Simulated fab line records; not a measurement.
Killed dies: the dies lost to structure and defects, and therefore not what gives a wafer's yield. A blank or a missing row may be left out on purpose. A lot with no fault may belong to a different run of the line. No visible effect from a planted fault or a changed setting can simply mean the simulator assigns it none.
Comparing a struck lot with a sound one || flow gf180mcu || 28 steps out of a route of 602
Sound: the wafers L239.1, L239.2, L239.5. Wafers L238.4, L238.5, L238.6 were the ones struck. Last of all comes the cause.
At each step with rows: each side's tool, then ch and its chambers, then its first start. Under that, the readings that differ: sound wafers || struck wafers || difference of the means || sigmas: that difference in standard deviations of wafers without a fault.
alike: same words and numbers on both sides, and readings whose means sit less than 2 such deviations apart. not compared: any withheld reading, any reading some wafer has no value for, any bound like >300 that may hide the same value, and any number with overlapping values for which the record gives no deviation.
The two part at a step that has a row with sigmas, a row that says differs or no value, or rows on one side only. Numbers that don't overlap but have no deviation are shown without sigmas and don't part them. Lack of a reading on every wafer of one side parts them only where that side has two or more wafers.

GF_V5_OVL_MEAS_15:
  struck on overlay-02, day 31 14:22; sound on overlay-01, day 32 03:15
  alike: V5_OVL
then, 2 steps without rows for these wafers: GF_V5_ETCH_16 (etches BARC in N2/H2); GF_V5_ETCH_17 (etches SiO2 in C4F8/O2/Ar, stops on TiN, target depth 855 nm).
GF_V5_STRIP_18: strips in O2/N2.
  sound on plasma-asher-04 ch 0,1, day 32 03:26; struck on plasma-asher-04 ch 0,1, day 31 14:34
  alike: chamber-pressure-mTorr, drypump-motor-current-A, heater-power-w, oes-product-au
  not compared: rf-hours-counter-h
then, 2 steps without rows for these wafers: GF_V5_STRIP_19 (strips in post etch residue remover, time 1200 s); GF_V5_CLEAN_20 (cleans in DIW).
GF_V5_SPUTTER_21: material Ti, target thk 15 nm, time 80.02 s.
  struck on pvd-sputter-04, day 31 15:06; sound on pvd-sputter-02, day 32 04:01
  alike: cathode-dc-power-W, chamber-pressure-pa, throttle-valve-pct
then, 1 step without rows for these wafers: GF_V5_SPUTTER_22 (material TiN, target thk 10 nm, time 40 s).
GF_V5_CVD_23: deposits W, target thk 350 nm, time 104.9 s.
  sound on cvd-w-02 ch 0,1, day 32 04:07; struck on cvd-w-02 ch 0,1, day 31 15:14
  alike: heater-power-outer-w, heater-power-w, susceptor-temp-C
GF_V5_RS_MEAS_24: measurement is done with a four-point probe.
  struck on film-metro-01, day 31 15:22; sound on film-metro-03, day 32 04:13
  alike: V5_W_RS
GF_V5_THK_MEAS_25: measures by xrf.
  struck on film-metro-01, day 31 15:28; sound on film-metro-03, day 32 04:20
  alike: V5_W_THK
then, 1 step without rows for these wafers: GF_V5_CMP_26 (polishes, stops on SiO2, t overpolish 15 s, target thk 0 nm).
GF_TOP_METAL_SPUTTER_00: material Ti, target thk 37.5 nm, time 150 s.
  struck on pvd-sputter-01, day 31 15:47; sound on pvd-sputter-01, day 32 05:01
  no value came back on the struck wafers for cathode-dc-power-W (W), chamber-pressure-pa (Pa), throttle-valve-pct (%), time-s (s); on the sound wafers cathode-dc-power-W (W) reads 3998.5 4000.2 4000.3
then, 2 steps without rows for these wafers: GF_TOP_METAL_SPUTTER_01 (material TiN, target thk 30 nm, time 25 s); GF_TOP_METAL_SPUTTER_02 (material AlCu, target thk 900 nm, time 47.82 s).
GF_TOP_METAL_SPUTTER_03: material Ti, target thk 5 nm, time 3.3 s.
  struck on pvd-sputter-01, day 31 15:58; sound on pvd-sputter-01, day 32 05:11
  alike: cathode-dc-power-W, chamber-pressure-pa, throttle-valve-pct
GF_TOP_METAL_SPUTTER_04: material TiN, target thk 25 nm, time 20.8 s.
  struck on pvd-sputter-01, day 31 15:59; sound on pvd-sputter-01, day 32 05:13
  alike: cathode-dc-power-W, chamber-pressure-pa, throttle-valve-pct
then, 7 steps without rows for these wafers: GF_TOP_METAL_DEHYDRATE_07 (time 60 s); GF_TOP_METAL_HMDS_08 (prime time 60 s); GF_TOP_METAL_COAT_09 (resist thk 1500 nm); GF_TOP_METAL_SOFTBAKE_10 (time 60 s); GF_TOP_METAL_EXPOSE_11 (exposes mask MetalTop, target cd 440 nm); GF_TOP_METAL_PEB_12; GF_TOP_METAL_DEVELOP_13 (develop time 60 s).
GF_TOP_METAL_CD_MEAS_14: the cd target is 440 nm.
  struck on cd-sem-01, day 32 08:48; sound on cd-sem-01, day 32 21:53
{"reading": "cd-nm (nm)", "sound": "441.5 440.2 440.8", "struck": "433.1 434.7 434.1", "difference": -6.9, "sigmas": -3}
GF_TOP_METAL_OVL_MEAS_15:
  struck on overlay-02, day 32 08:52; sound on overlay-02, day 32 22:00
  alike: TOP_METAL_OVL
GF_TOP_METAL_METAL_ETCH_16: etches the open film in Cl2/BCl3, stops on SiO2, target depth 1077.5 nm, time 179.6 s.
  sound on rie-metal-02 ch 0,1, day 32 22:02; struck on rie-metal-04 ch 0,1, day 32 08:57
{"reading": "oes-product-au (a.u.)", "sound": "0.967 0.963 0.962", "struck": "0.952 0.946 0.939", "difference": -0.018, "sigmas": -2}
{"reading": "throttle-valve-pct (%)", "sound": "28.256 28.244 28.248", "struck": "28.271 28.285 28.282", "difference": "+0.030", "sigmas": "+3"}
  alike: chamber-pressure-mTorr, drypump-motor-current-A, rf-fwd-power-W
  not compared: rf-hours-counter-h
then, 1 step without rows for these wafers: GF_TOP_METAL_STRIP_17 (strips in O2/N2).

## WHERE THEY PART
First at GF_TOP_METAL_SPUTTER_00; last, within this record, at GF_TOP_METAL_METAL_ETCH_16.

WHY: what the simulator had put in
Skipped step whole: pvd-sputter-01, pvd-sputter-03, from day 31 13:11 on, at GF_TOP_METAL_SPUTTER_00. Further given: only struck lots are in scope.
